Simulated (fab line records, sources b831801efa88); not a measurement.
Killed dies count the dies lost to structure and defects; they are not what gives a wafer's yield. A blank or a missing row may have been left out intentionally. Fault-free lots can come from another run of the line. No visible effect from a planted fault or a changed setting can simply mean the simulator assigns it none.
fab line records | flow sky130
record: lots: 13 | wafers: 37 | last-day: 49
route steps=708 shown SONOS_TUNNEL@166 RES_PROTECT@215 POLY_GATE@231 PAD_OPEN@708
lots that met no fault: from a run of the same line without faults
start-h: hours from the record's first day to the start of the lot's first wafer shown | wait-h: hours since the lot's step before | " unchanged from the row above | L1.1+2: a single row standing in for several wafers | - either no value or no given start | * or withheld: withheld | < > ~ a bound
route shown NAME@n: names a module that has steps shown in the file, with the first one's number in the route | usual: mean/standard deviation taken from wafers without a fault | same: alike in all rows | chamber/n: place in a boat | sites: per-site readings | _std_site: how widely they spread, as a standard deviation | _edge_site: outer sites' mean less inner sites' | radius-mm: for every site, how far away it sits from the centre of the wafer | mask NAME#n: copy n | behind: the last tool/chamber to shape the wafer | hold: the reason the lot was held/the length of the hold in hours/how it ended | device: the n, p or np transistor that did not switch | end of line: tests of these same wafers at the route's end | a step with no rows: only its recipe | killed: dies that structure and defects cost at the first sort, which is not the same as the wafer's yield | map: a wafer's dies, marking killed ones x, the rest . and places with no die _
set.NAME: setting as actually run; set.NAME@STEP: the setting as run at that earlier step | model.NAME: the simulator's own value behind a step, which no gauge read
the route's steps for a sample of lots (tables are steps, rows are wafers)
services: the hour from which a tool's chamber was out of use, counted from the record's first day as start-h (under 0 if before that day), plus the number of hours and why
== steps ==
step: SKY_SONOS_TUNNEL_TW_MEAS_12
usual: SONOS_TUNNEL_TW: 195.9/2.4
lot.wafer | tool          | chamber | start-h | wait-h | SONOS_TUNNEL_TW
L104.2    | film-metro-04 | -       | 258.54  | 0.0    | 197.7
L104.3    | "             | -       | "       | "      | 196.7
L104.6    | "             | -       | "       | "      | 196.7
L106.1    | film-metro-02 | -       | 270.74  | 0.0    | 197.2
L106.2    | "             | -       | "       | "      | 196.0
L106.4    | "             | -       | "       | "      | 196.8
L105.1    | film-metro-01 | -       | 272.27  | 0.0    | 192.5
L105.4    | "             | -       | "       | "      | 192.2
L105.5    | "             | -       | "       | "      | 191.7
L107.1    | film-metro-01 | -       | 279.07  | 0.0    | 191.4
L107.2    | "             | -       | "       | "      | 192.1
L107.4    | "             | -       | "       | "      | 192.1
L109.2    | film-metro-04 | -       | 294.25  | 0.0    | 197.4
L109.3    | "             | -       | "       | "      | 198.3
L109.4    | "             | -       | "       | "      | 197.8
L111.5    | film-metro-04 | -       | 309.96  | 0.0    | 196.6
L113.2    | film-metro-01 | -       | 325.53  | 0.0    | 191.9
L113.3    | "             | -       | "       | "      | 193.2
L113.4    | "             | -       | "       | "      | 192.5
L117.3    | film-metro-04 | -       | 359.36  | 0.0    | 199.2
L117.4    | "             | -       | "       | "      | 197.6
L117.6    | "             | -       | "       | "      | 200.0
L118.1    | film-metro-04 | -       | 367.49  | 0.0    | 196.4
L118.2    | "             | -       | "       | "      | 197.3
L118.5    | "             | -       | "       | "      | 196.1
L119.1    | film-metro-01 | -       | 373.31  | 0.0    | 193.9
L119.4    | "             | -       | "       | "      | 193.9
L119.5    | "             | -       | "       | "      | 194.0
L120.1    | film-metro-01 | -       | 381.96  | 0.0    | 193.7
L120.2    | "             | -       | "       | "      | 195.1
L120.4    | "             | -       | "       | "      | 194.1
L122.2    | film-metro-04 | -       | 393.14  | 0.0    | 197.8
L122.5    | "             | -       | "       | "      | 197.0
L122.6    | "             | -       | "       | "      | 196.9
L123.1    | film-metro-04 | -       | 396.77  | 0.0    | 197.5
L123.3    | "             | -       | "       | "      | 197.3
L123.6    | "             | -       | "       | "      | 197.4
step: SKY_RES_PROTECT_TW_MEAS_08
usual: POLY_GATE_TW: 4009/34
lot.wafer | tool          | chamber | start-h | wait-h | POLY_GATE_TW
L104.2    | film-metro-02 | -       | 345.37  | 0.1    | 4012
L104.3    | "             | -       | "       | "      | 4021
L104.6    | "             | -       | "       | "      | 3999
L105.1    | film-metro-01 | -       | 357.46  | 0.1    | 3938
L105.4    | "             | -       | "       | "      | 3966
L105.5    | "             | -       | "       | "      | 3960
L106.1    | film-metro-01 | -       | 359.80  | 0.1    | 3968
L106.2    | "             | -       | "       | "      | 4006
L106.4    | "             | -       | "       | "      | 3970
L107.1    | film-metro-04 | -       | 473.30  | 0.1    | 4017
L107.2    | "             | -       | "       | "      | 4020
L107.4    | "             | -       | "       | "      | 4037
L109.2    | film-metro-02 | -       | 473.37  | 0.1    | 4062
L109.3    | "             | -       | "       | "      | 4021
L109.4    | "             | -       | "       | "      | 4040
L113.2    | film-metro-04 | -       | 473.85  | 0.1    | 4024
L113.3    | "             | -       | "       | "      | 4040
L113.4    | "             | -       | "       | "      | 4005
L111.5    | film-metro-02 | -       | 473.94  | 0.0    | 4048
L117.3    | film-metro-04 | -       | 478.67  | 0.1    | 4036
L117.4    | "             | -       | "       | "      | 3990
L117.6    | "             | -       | "       | "      | 4011
L118.1    | film-metro-01 | -       | 483.69  | 0.1    | 3984
L118.2    | "             | -       | "       | "      | 3971
L118.5    | "             | -       | "       | "      | 3985
L119.1    | film-metro-04 | -       | 483.96  | 0.1    | 4005
L119.4    | "             | -       | "       | "      | 4014
L119.5    | "             | -       | "       | "      | 4013
L120.1    | film-metro-04 | -       | 487.30  | 0.1    | 4017
L120.2    | "             | -       | "       | "      | 4022
L120.4    | "             | -       | "       | "      | 4009
L122.2    | film-metro-01 | -       | 495.01  | 0.1    | 3968
L122.5    | "             | -       | "       | "      | 3973
L122.6    | "             | -       | "       | "      | 3968
L123.1    | film-metro-02 | -       | 500.30  | 0.1    | 4038
L123.3    | "             | -       | "       | "      | 4064
L123.6    | "             | -       | "       | "      | 4026
step: SKY_POLY_GATE_ETCH_17
recipe: target-depth-nm: 180 | stop-on: SiO2 | over-etch-frac: 0.56667 | chemistry: HBr/Cl2 | target: poly-Si | icp-w: 400 | bias-w: 100 | pressure-mtorr: 10 | HBr_flow_sccm: 150 | Cl2_flow_sccm: 50 | time-s: 70.5
usual: drypump-motor-current-A: 5.8/0.49 | oes-product-au: 0.980/0.0094 | throttle-valve-pct: 33.683/0.0096
lot.wafer | tool      | chamber | start-h | wait-h | drypump-motor-current-A | oes-product-au | rf-hours-counter-h | throttle-valve-pct
L104.2    | rie-si-01 | 3       | 371.50  | 0.0    | 6.2                     | 0.984          | 1                  | 33.683
L104.3    | "         | 2       | "       | "      | 6.7                     | 0.973          | 51                 | 33.685
L104.6    | "         | 2       | "       | "      | 6.6                     | 0.977          | -                  | 33.680
L105.1    | rie-si-01 | 3       | 415.75  | 0.0    | 6.2                     | 0.981          | 1                  | 33.679
L105.4    | "         | 1       | "       | "      | 5.7                     | 0.974          | 2                  | 33.691
L105.5    | "         | 3       | "       | "      | 6.2                     | 0.978          | -                  | 33.676
L106.1    | rie-si-02 | 1       | 416.38  | 0.0    | 5.8                     | 0.987          | 69                 | 33.685
L106.2    | "         | 2       | "       | "      | 6.1                     | 0.980          | 1                  | 33.673
L106.4    | "         | 3       | "       | "      | 4.9                     | 0.979          | 2                  | 33.686
L107.1    | rie-si-01 | 0       | 506.65  | 0.0    | 5.6                     | 0.982          | 6                  | 33.679
L107.2    | "         | 3       | "       | "      | 6.2                     | 0.984          | 2                  | 33.680
L107.4    | "         | 1       | "       | "      | 5.7                     | 0.976          | 2                  | 33.692
L109.2    | rie-si-01 | 2       | 506.99  | 0.0    | 6.7                     | 0.980          | 52                 | 33.677
L109.3    | "         | 1       | "       | "      | 5.7                     | 0.986          | 2                  | 33.681
L109.4    | "         | 3       | "       | "      | 6.2                     | 0.987          | 2                  | 33.695
L111.5    | rie-si-01 | 3       | 508.31  | 0.0    | 6.2                     | 1.005          | -                  | 33.675
L113.2    | rie-si-02 | 0       | 508.93  | 0.0    | 5.8                     | 0.962          | 4                  | 33.687
L113.3    | "         | 1       | "       | "      | 5.8                     | 0.982          | 0                  | 33.684
L113.4    | "         | 2       | "       | "      | 6.2                     | 0.983          | 1                  | 33.691
L117.3    | rie-si-01 | 1       | 512.53  | 0.0    | 5.7                     | 0.977          | 3                  | 33.662
L117.4    | "         | 0       | "       | "      | 5.6                     | 0.976          | 6                  | 33.678
L117.6    | "         | 0       | "       | "      | 5.6                     | 0.978          | -                  | 33.665
L118.1    | rie-si-02 | 1       | 517.33  | 0.0    | 5.8                     | 0.985          | 0                  | 33.695
L118.2    | "         | 2       | "       | "      | 6.2                     | 0.989          | 2                  | 33.693
L118.5    | "         | 2       | "       | "      | 6.1                     | 0.992          | -                  | 33.674
L119.1    | rie-si-01 | 2       | 517.44  | 0.0    | 6.7                     | 0.971          | 52                 | 33.682
L119.4    | "         | 0       | "       | "      | 5.6                     | 0.986          | 6                  | 33.688
L119.5    | "         | 1       | "       | "      | 5.7                     | 0.970          | -                  | 33.675
L120.1    | rie-si-02 | 2       | 520.04  | 0.0    | 6.2                     | 0.982          | 2                  | 33.684
L120.2    | "         | 1       | "       | "      | 5.8                     | 0.981          | 0                  | 33.669
L120.4    | "         | 3       | "       | "      | 4.9                     | 0.986          | 3                  | 33.681
L122.2    | rie-si-02 | 2       | 528.64  | 0.0    | 6.2                     | 0.985          | 2                  | 33.704
L122.5    | "         | 1       | "       | "      | 5.8                     | 0.975          | -                  | 33.689
L122.6    | "         | 2       | "       | "      | 6.2                     | 0.987          | -                  | 33.671
L123.1    | rie-si-01 | 3       | 532.39  | 0.0    | 6.1                     | 0.995          | 2                  | 33.682
L123.3    | "         | 1       | "       | "      | 5.7                     | 0.981          | 3                  | 33.675
L123.6    | "         | 1       | "       | "      | 5.7                     | 0.982          | -                  | 33.682
step: SKY_POLY_GATE_OXIDATION_20
recipe: temp-c: 850 | ambient: O2 | stabilise-s: 600 | purge-s: 300 | target-thk-a: 40 | ox-time-s: 899
usual: spike-tc-upper-C: 850.2/0.89 | zone-power-centre-pct: 17.9/0.52
lot.wafer | tool       | chamber | start-h | wait-h | spike-tc-upper-C | zone-power-centre-pct
L104.2    | furnace-02 | 0       | 372.05  | 0.3    | 851.8            | 18.0
L104.3    | "          | 0       | "       | "      | 849.3            | 18.3
L104.6    | "          | 0       | "       | "      | 850.6            | 17.9
L105.1    | furnace-01 | 0       | 416.63  | 0.7    | 849.9            | 16.8
L105.4    | "          | 0       | "       | "      | 851.5            | 16.5
L105.5    | "          | 0       | "       | "      | 849.7            | 16.8
L106.1    | furnace-01 | 0       | 416.63  | 0.0    | 850.8            | 16.9
L106.2    | "          | 0       | "       | "      | 849.0            | 16.9
L106.4    | "          | 0       | "       | "      | 849.9            | 17.0
L107.1    | furnace-02 | 0       | 506.93  | 0.1    | 850.4            | 18.2
L107.2    | "          | 0       | "       | "      | 850.1            | 18.1
L107.4    | "          | 0       | "       | "      | 849.6            | 17.9
L109.2    | furnace-02 | 0       | 508.18  | 1.0    | 851.8            | 18.1
L109.3    | "          | 0       | "       | "      | 851.9            | 18.3
L109.4    | "          | 0       | "       | "      | 851.7            | 17.9
L109.2    | furnace-01 | 0       | 509.78  | 0.4    | 850.3            | 16.8
L109.3    | "          | 0       | "       | "      | 850.4            | 16.9
L109.4    | "          | 0       | "       | "      | 847.9            | 16.7
L111.5    | furnace-02 | 0       | 509.43  | 0.9    | 850.0            | 18.3
L111.5    | furnace-02 | 0       | 512.79  | 2.1    | 851.1            | 18.2
L113.2    | furnace-02 | 0       | 509.43  | 0.3    | 850.6            | 18.3
L113.3    | "          | 0       | "       | "      | 851.1            | 18.1
L113.4    | "          | 0       | "       | "      | 850.9            | 18.1
L113.2    | furnace-02 | 0       | 512.79  | 2.1    | 848.6            | 17.8
L113.3    | "          | 0       | "       | "      | 850.8            | 18.0
L113.4    | "          | 0       | "       | "      | 850.9            | 18.2
L117.3    | furnace-02 | 0       | 512.79  | 0.1    | 850.3            | 18.1
L117.4    | "          | 0       | "       | "      | 850.6            | 18.2
L117.6    | "          | 0       | "       | "      | 850.7            | 18.0
L118.1    | furnace-02 | 0       | 519.45  | 1.9    | 848.7            | 18.3
L118.2    | "          | 0       | "       | "      | 851.4            | 18.2
L118.5    | "          | 0       | "       | "      | 848.8            | 18.1
L119.1    | furnace-02 | 0       | 519.45  | 1.8    | 852.1            | 17.7
L119.4    | "          | 0       | "       | "      | 849.2            | 18.0
L119.5    | "          | 0       | "       | "      | 852.0            | 18.2
L120.1    | furnace-02 | 0       | 522.04  | 1.8    | 849.5            | 18.2
L120.2    | "          | 0       | "       | "      | 850.0            | 18.4
L120.4    | "          | 0       | "       | "      | 849.8            | 18.3
L122.2    | furnace-02 | 0       | 531.74  | 2.9    | 850.7            | 18.3
L122.5    | "          | 0       | "       | "      | 849.7            | 18.3
L122.6    | "          | 0       | "       | "      | 849.7            | 18.3
L123.1    | furnace-02 | 0       | 534.52  | 1.9    | 849.1            | 18.0
L123.3    | "          | 0       | "       | "      | 850.2            | 18.1
L123.6    | "          | 0       | "       | "      | 850.3            | 18.4
step: SKY_POLY_GATE_THK_MEAS_21
recipe: reads: SiO2_of_POLY_GATE_OXIDATION_20
usual: POLY_GATE_OXIDATION_THK: 4.01/0.098
lot.wafer | tool          | chamber | start-h | wait-h | POLY_GATE_OXIDATION_THK[nm]
L104.2    | film-metro-04 | -       | 373.31  | 0.0    | 3.95
L104.3    | "             | -       | "       | "      | 3.89
L104.6    | "             | -       | "       | "      | 3.87
L105.1    | film-metro-02 | -       | 417.88  | 0.0    | 4.17
L105.4    | "             | -       | "       | "      | 4.11
L105.5    | "             | -       | "       | "      | 4.08
L106.1    | film-metro-03 | -       | 417.88  | 0.0    | 4.09
L106.2    | "             | -       | "       | "      | 4.18
L106.4    | "             | -       | "       | "      | 4.15
L107.1    | film-metro-03 | -       | 508.18  | 0.0    | 4.03
L107.2    | "             | -       | "       | "      | 4.04
L107.4    | "             | -       | "       | "      | 3.99
L109.2    | film-metro-04 | -       | 511.04  | 0.0    | 6.73
L109.3    | "             | -       | "       | "      | 6.80
L109.4    | "             | -       | "       | "      | 6.76
L109.2    | film-metro-04 | -       | 511.29  | 0.2    | 6.75
L109.3    | "             | -       | "       | "      | 6.81
L109.4    | "             | -       | "       | "      | 6.75
L113.2    | film-metro-04 | -       | 514.05  | 0.0    | 6.70
L113.3    | "             | -       | "       | "      | 6.58
L113.4    | "             | -       | "       | "      | 6.80
L113.2    | film-metro-04 | -       | 514.31  | 0.3    | 6.71
L113.3    | "             | -       | "       | "      | 6.61
L113.4    | "             | -       | "       | "      | 6.75
L117.3    | film-metro-02 | -       | 514.06  | 0.0    | 3.90
L117.4    | "             | -       | "       | "      | 3.91
L117.6    | "             | -       | "       | "      | 3.89
L111.5    | film-metro-02 | -       | 514.14  | 0.1    | 6.74
L111.5    | film-metro-02 | -       | 514.37  | 0.2    | 6.82
L118.1    | film-metro-02 | -       | 520.70  | 0.0    | 3.91
L118.2    | "             | -       | "       | "      | 3.94
L118.5    | "             | -       | "       | "      | 3.94
L119.1    | film-metro-03 | -       | 520.70  | 0.0    | 3.90
L119.4    | "             | -       | "       | "      | 4.00
L119.5    | "             | -       | "       | "      | 4.07
L120.1    | film-metro-04 | -       | 523.29  | 0.0    | 3.96
L120.2    | "             | -       | "       | "      | 3.98
L120.4    | "             | -       | "       | "      | 3.99
L122.2    | film-metro-02 | -       | 533.00  | 0.0    | 3.96
L122.5    | "             | -       | "       | "      | 4.04
L122.6    | "             | -       | "       | "      | 3.98
L123.1    | film-metro-02 | -       | 535.77  | 0.0    | 4.20
L123.3    | "             | -       | "       | "      | 4.15
L123.6    | "             | -       | "       | "      | 4.22
step: SKY_PAD_OPEN_PROBE_99
usual: killed_at_M0_to_M3: 42/7.3 | killed_at_M4_up: 3.4/2 | killed-at-contacts: 24/5.8 | killed-at-front-end: 15/4.6 | killed-at-other: 0.3/0.62 | killed-dies: 84/9.8 | killed-open: 47/6.9 | killed-short: 38/6.3
same: gross-dies: 492 | killed-at-back-side: 0
lot.wafer | tool      | chamber | start-h | wait-h | killed_at_M0_to_M3 | killed_at_M4_up | killed-at-contacts | killed-at-front-end | killed-at-other | killed-dies | killed-open | killed-short
L104.2    | prober-02 | -       | 1064.25 | 0.1    | 57                 | 1               | 24                 | 9                   | 1               | 92          | 53          | 39
L104.3    | prober-02 | -       | 1064.30 | 0.2    | 43                 | 3               | 16                 | 18                  | 1               | 81          | 40          | 41
L104.6    | prober-02 | -       | 1064.45 | 0.2    | 37                 | 3               | 26                 | 10                  | 0               | 76          | 41          | 35
L107.1    | prober-02 | -       | 1165.20 | 0.1    | 45                 | 4               | 24                 | 14                  | 0               | 87          | 52          | 35
L107.2    | prober-02 | -       | 1165.25 | 0.1    | 44                 | 3               | 12                 | 21                  | 0               | 80          | 46          | 34
L107.4    | prober-02 | -       | 1165.35 | 0.2    | 40                 | 0               | 19                 | 14                  | 0               | 73          | 42          | 31
L109.2    | prober-01 | -       | 1165.92 | 0.1    | 36                 | 1               | 25                 | 13                  | 0               | 75          | 42          | 33
L109.3    | prober-01 | -       | 1165.97 | 0.2    | 40                 | 6               | 26                 | 19                  | 1               | 92          | 48          | 44
L109.4    | prober-01 | -       | 1166.02 | 0.2    | 46                 | 4               | 32                 | 13                  | 0               | 95          | 55          | 40
L113.2    | prober-01 | -       | 1168.25 | 0.1    | 39                 | 2               | 29                 | 18                  | 0               | 88          | 52          | 36
L111.5    | prober-02 | -       | 1169.90 | 0.2    | 49                 | 4               | 22                 | 12                  | 0               | 87          | 48          | 39
L119.1    | prober-01 | -       | 1172.57 | 0.1    | 60                 | 1               | 30                 | 14                  | 0               | 105         | 55          | 50
L119.4    | prober-01 | -       | 1172.72 | 0.2    | 36                 | 3               | 29                 | 18                  | 0               | 86          | 48          | 38
L119.5    | prober-01 | -       | 1172.77 | 0.2    | 43                 | 2               | 27                 | 17                  | 1               | 90          | 46          | 44
L122.6    | prober-02 | -       | 1180.68 | 0.2    | 26                 | 4               | 28                 | 14                  | 0               | 72          | 39          | 33
L123.1    | prober-01 | -       | 1181.82 | 0.1    | 27                 | 5               | 28                 | 10                  | 0               | 70          | 34          | 36
L123.3    | prober-01 | -       | 1181.92 | 0.2    | 43                 | 0               | 23                 | 12                  | 0               | 78          | 40          | 38
L123.6    | prober-01 | -       | 1182.07 | 0.2    | 43                 | 4               | 30                 | 13                  | 0               | 90          | 56          | 34
killed by level:class
L104.2 VIA3:geometric-particle:open=13 METAL1:geometric-particle:short=11 LI_CONTACT:geometric-particle:open=10 VIA1:geometric-particle:open=8 VIA2:geometric-particle:open=8 CONTACT:geometric-particle:short=5 LI_CONTACT:geometric-particle:short=4 METAL2:geometric-particle:short=4
L104.3 VIA1:geometric-particle:open=8 VIA3:geometric-particle:open=8 FIELD_ISO:geometric-particle:short=7 METAL2:geometric-particle:short=7 VIA2:geometric-particle:open=5 SPACER:geometric-particle:open=4 CONTACT:geometric-particle:short=4 VIA3:geometric-particle:short=4
L104.6 CONTACT:geometric-particle:open=10 LI_CONTACT:geometric-particle:open=7 METAL2:geometric-particle:short=7 VIA1:geometric-particle:open=7 VIA2:geometric-particle:open=6 FIELD_ISO:geometric-particle:short=4 VIA3:geometric-particle:open=4 VIA3:geometric-particle:short=4
L107.1 VIA1:geometric-particle:open=10 CONTACT:geometric-particle:open=8 METAL1:geometric-particle:short=8 VIA3:geometric-particle:open=7 LI_CONTACT:geometric-particle:open=6 VIA2:geometric-particle:open=6 FIELD_ISO:geometric-particle:open=5 VIA1:geometric-particle:short=5
L107.2 VIA1:geometric-particle:open=14 FIELD_ISO:geometric-particle:short=7 METAL3:geometric-particle:short=7 CONTACT:geometric-particle:open=6 VIA2:geometric-particle:open=6 VIA3:geometric-particle:open=5 POLY_GATE:geometric-particle:open=4 FIELD_ISO:geometric-particle:open=3
L107.4 CONTACT:geometric-particle:open=10 VIA3:geometric-particle:open=9 VIA3:geometric-particle:short=8 VIA1:geometric-particle:open=8 POLY_GATE:geometric-particle:open=5 VIA2:geometric-particle:open=5 METAL1:geometric-particle:short=4 CONTACT:geometric-particle:short=4
L109.2 VIA1:geometric-particle:open=14 CONTACT:geometric-particle:open=6 LI_CONTACT:geometric-particle:open=6 METAL2:geometric-particle:short=6 CONTACT:geometric-particle:short=5 FIELD_ISO:geometric-particle:open=4 FIELD_ISO:geometric-particle:short=3 METAL1:geometric-particle:short=3
L109.3 CONTACT:geometric-particle:open=10 VIA1:geometric-particle:open=9 LI_CONTACT:geometric-particle:open=6 METAL1:geometric-particle:short=6 VIA1:geometric-particle:short=6 CONTACT:geometric-particle:short=5 FIELD_ISO:geometric-particle:short=4 POLY_GATE:geometric-particle:short=4
L109.4 VIA1:geometric-particle:open=11 CONTACT:geometric-particle:short=11 VIA3:geometric-particle:open=9 CONTACT:geometric-particle:open=7 LI_CONTACT:geometric-particle:open=6 VIA2:geometric-particle:open=5 FIELD_ISO:geometric-particle:open=4 POLY_GATE:geometric-particle:short=4
L113.2 CONTACT:geometric-particle:open=12 VIA1:geometric-particle:open=11 CONTACT:geometric-particle:short=6 VIA2:geometric-particle:open=6 FIELD_ISO:geometric-particle:open=5 VIA3:geometric-particle:open=5 VIA1:geometric-particle:short=5 LI_CONTACT:geometric-particle:short=4
L111.5 VIA2:geometric-particle:open=10 VIA1:geometric-particle:open=10 METAL2:geometric-particle:short=8 LOCAL_INTERCONNECT:geometric-particle:short=6 LI_CONTACT:geometric-particle:open=6 FIELD_ISO:geometric-particle:open=4 METAL1:geometric-particle:short=4 VIA1:geometric-particle:short=4
L119.1 CONTACT:geometric-particle:open=12 VIA1:geometric-particle:short=9 POLY_GATE:geometric-particle:open=8 CONTACT:geometric-particle:short=8 METAL1:geometric-particle:short=8 VIA1:geometric-particle:open=8 VIA3:geometric-particle:open=8 VIA2:geometric-particle:open=7
L119.4 LI_CONTACT:geometric-particle:open=10 VIA1:geometric-particle:open=10 CONTACT:geometric-particle:open=8 FIELD_ISO:geometric-particle:open=7 CONTACT:geometric-particle:short=7 FIELD_ISO:geometric-particle:short=6 METAL1:geometric-particle:short=6 VIA3:geometric-particle:open=5
L119.5 METAL1:geometric-particle:short=12 CONTACT:geometric-particle:open=9 LI_CONTACT:geometric-particle:open=8 VIA1:geometric-particle:short=6 VIA1:geometric-particle:open=5 FIELD_ISO:geometric-particle:open=4 POLY_GATE:geometric-particle:open=4 LOCAL_INTERCONNECT:geometric-particle:short=4
L122.6 VIA1:geometric-particle:open=8 CONTACT:geometric-particle:open=8 LI_CONTACT:geometric-particle:open=6 LOCAL_INTERCONNECT:geometric-particle:short=6 CONTACT:geometric-particle:short=5 POLY_GATE:geometric-particle:open=4 POLY_GATE:geometric-particle:short=4 VIA3:geometric-particle:open=4
L123.1 LI_CONTACT:geometric-particle:open=13 METAL1:geometric-particle:short=8 CONTACT:geometric-particle:open=6 CONTACT:geometric-particle:short=4 VIA2:geometric-particle:open=4 METAL4:geometric-particle:short=4 POLY_GATE:geometric-particle:short=3 LI_CONTACT:geometric-particle:short=3
L123.3 METAL1:geometric-particle:short=10 VIA1:geometric-particle:short=8 LI_CONTACT:geometric-particle:open=8 VIA3:geometric-particle:open=8 VIA1:geometric-particle:open=6 CONTACT:geometric-particle:open=6 CONTACT:geometric-particle:short=5 POLY_GATE:geometric-particle:open=4
L123.6 VIA1:geometric-particle:open=13 LI_CONTACT:geometric-particle:open=11 CONTACT:geometric-particle:open=11 METAL2:geometric-particle:short=8 VIA3:geometric-particle:open=6 VIA2:geometric-particle:open=5 FIELD_ISO:geometric-particle:short=4 LOCAL_INTERCONNECT:geometric-particle:short=4
== services ==
tool       | chamber | start-h | hours | kind
furnace-01 | -       | 357.73  | 3.4   | pm
furnace-02 | -       | 373.30  | 3.3   | pm
rie-si-01  | 2       | 384.20  | 3.4   | repair
furnace-01 | -       | 432.31  | 3.3   | pm
rie-si-02  | 1       | 436.99  | -     | clean
rie-si-02  | 1       | 436.99  | 34.8  | scheduled-down
rie-si-02  | 1       | 436.99  | 34.8  | vent-cycle
furnace-01 | -       | 442.93  | 1.1   | repair
rie-si-02  | 0       | 444.04  | 1.1   | repair
rie-si-01  | 2       | 470.83  | 11.3  | repair
furnace-01 | -       | 512.35  | 3.3   | pm
furnace-01 | -       | 515.66  | 19.1  | pm
rie-si-01  | 2       | 518.55  | 1.3   | repair
rie-si-01  | 2       | 519.81  | -     | clean
rie-si-01  | 2       | 519.81  | 22.4  | scheduled-down
rie-si-01  | 2       | 519.81  | 22.4  | vent-cycle
== key ==
first-sign: step: SKY_POLY_GATE_OXIDATION_20 | reading: visit | direction: added
effect: step: SKY_POLY_GATE_THK_MEAS_21 | reading: visit | direction: added
effect: step: SKY_POLY_GATE_THK_MEAS_21 | reading: POLY_GATE_OXIDATION_THK | direction: up | sigmas: 28 | usual: 4.01 | struck: 6.73
met-at SKY_POLY_GATE_OXIDATION_20
struck-lots L109,L111,L113
tester-left-out L109,L111,L113
not-acting-at SKY_SONOS_TUNNEL_TW_MEAS_12,SKY_RES_PROTECT_TW_MEAS_08,SKY_POLY_GATE_ETCH_17
fault: kind: repeated-step-whole | tool: furnace-01,furnace-02 | chamber: - | onset-h: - | steps: SKY_POLY_GATE_OXIDATION_20 | times: 1 | scope: struck-lots-only
tester-left-out: of these lots the tester's yield and bins aren't shown, on N5 and GAA mostly nor the transistor test; their killed dies are dies lost to structure and defects alone, not to doping, threshold or leakage, so they don't give the yield
